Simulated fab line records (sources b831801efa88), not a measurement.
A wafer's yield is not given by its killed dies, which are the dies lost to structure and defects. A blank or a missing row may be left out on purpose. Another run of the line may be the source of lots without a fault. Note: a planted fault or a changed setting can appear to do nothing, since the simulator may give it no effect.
Which of the tools did it? | flow sky130 | 10 lots, 30 wafers sampled, at 5 steps of a route of 708

== WHAT THE GAUGES READ, wafer by wafer ==
SKY_VT_ADJUST_LVTN_TW_MEAS_21.
lot  | measured     | on            | VT_ADJUST_LVTN_2_TW
L920 | day 7 17:38  | film metro-03 | 188.8 189.8 189.3
L921 | day 8 01:17  | film metro-03 | 189.0 189.9 189.3
L926 | day 9 13:16  | film metro-04 | 29.7 29.7 29.7 29.8 29.7 29.6
L933 | day 11 08:40 | film metro-04 | 186.7 187.2 186.6
L936 | day 12 04:56 | film metro-04 | 188.2 188.5 186.5
L937 | day 12 22:53 | film metro-03 | 188.8 189.3 187.2
L939 | day 13 03:38 | film metro-03 | 189.3 189.6 190.0
L940 | day 13 13:02 | film metro-04 | 185.6 184.7 184.9
L941 | day 13 13:40 | film metro-01 | 193.4 193.3 192.5
L942 | day 13 22:28 | film metro-01 | 192.2 191.7 193.3

== WHAT TOOL EACH LOT RAN ON (gives the tool, then ch and the chambers of the sampled wafers, and finally the start) ==
lot  | SKY_PWDE_STRIP_09                   | SKY_NWELL_RTA_28                 | SKY_VT_ADJUST_LVTN_STRIP_09          | SKY_VT_ADJUST_LVTN_STRIP_20
L920 | plasma asher-04 ch 0,1, day 3 19:49 | rtp anneal-02 ch 0, day 5 07:03  | plasma asher-01 ch 0,1, day 6 20:43  | plasma asher-01 ch 0,1, day 7 17:33
L921 | plasma asher-02 ch 0,1, day 4 02:47 | rtp anneal-01 ch 0, day 5 13:42  | plasma asher-03 ch 0,1, day 7 04:58  | plasma asher-03 ch 0,1, day 8 01:11
L926 | plasma asher-04 ch 0,1, day 5 06:32 | rtp anneal-02 ch 0, day 6 21:16  | plasma asher-03 ch 1, day 8 14:56    | plasma asher-01 ch 0,1, day 9 13:10
L933 | plasma asher-03 ch 0,1, day 6 20:02 | rtp anneal-02 ch 0, day 8 13:02  | plasma asher-01 ch 0,1, day 10 08:47 | plasma asher-03 ch 0,1, day 11 08:34
L936 | plasma asher-04 ch 0,1, day 7 15:14 | rtp anneal-01 ch 0, day 9 08:36  | plasma asher-01 ch 0,1, day 11 05:23 | plasma asher-04 ch 0,1, day 12 04:50
L937 | plasma asher-03 ch 0,1, day 8 03:08 | rtp anneal-01 ch 0, day 9 23:09  | plasma asher-04 ch 0,1, day 11 22:26 | plasma asher-03 ch 0,1, day 12 22:47
L939 | plasma asher-02 ch 0,1, day 8 08:44 | rtp anneal-02 ch 0, day 10 04:05 | plasma asher-04 ch 0,1, day 12 02:28 | plasma asher-01 ch 0,1, day 13 03:32
L940 | plasma asher-02 ch 0,1, day 8 15:08 | rtp anneal-01 ch 0, day 10 12:14 | plasma asher-03 ch 0,1, day 12 11:49 | plasma asher-04 ch 0,1, day 13 12:56
L941 | plasma asher-03 ch 0, day 8 17:02   | rtp anneal-02 ch 0, day 10 13:03 | plasma asher-03 ch 0,1, day 12 13:08 | plasma asher-03 ch 0,1, day 13 13:34
L942 | plasma asher-04 ch 0,1, day 8 22:26 | rtp anneal-02 ch 0, day 10 20:25 | plasma asher-03 ch 0,1, day 12 20:44 | plasma asher-03 ch 0,1, day 13 22:22
- SKY_PWDE_STRIP_09: strips in O2/N2.
- SKY_NWELL_RTA_28: time 30 s.
- SKY_VT_ADJUST_LVTN_STRIP_09: strips in O2/N2.
- SKY_VT_ADJUST_LVTN_STRIP_20: strips in O2/N2.

== THE ANSWER, worked out from the rows above alone ==
Rule: what is usual is taken from the lots themselves. Put in order of their means at a reading, lots are off if they are a third of the lots or fewer, leave a main group of 4 or more, and stand apart from it by a gap of 3 or more times the standard deviation of the main group's means; of several such gaps the widest counts. If all means in a main group match to the digits the tables above print for the reading, that group is not used. A lot without any number at a reading at which 4 lots or more have one is off too. Where the step has rows for the other lots, those lots are counted as sound.
Off: L926, at SKY_VT_ADJUST_LVTN_TW_MEAS_21 (VT_ADJUST_LVTN_2_TW). For the main group the mean is 189.1 and the standard deviation 2.4.
A tool fits if, at a process step before that reading, it ran every lot that is off, and no sound lot after the first of them. Gauges at SKY_VT_ADJUST_LVTN_TW_MEAS_21: tried the same way as those tools. Of those tried, none fits.

== WHAT HAD BEEN PUT IN BY THE SIMULATOR ==
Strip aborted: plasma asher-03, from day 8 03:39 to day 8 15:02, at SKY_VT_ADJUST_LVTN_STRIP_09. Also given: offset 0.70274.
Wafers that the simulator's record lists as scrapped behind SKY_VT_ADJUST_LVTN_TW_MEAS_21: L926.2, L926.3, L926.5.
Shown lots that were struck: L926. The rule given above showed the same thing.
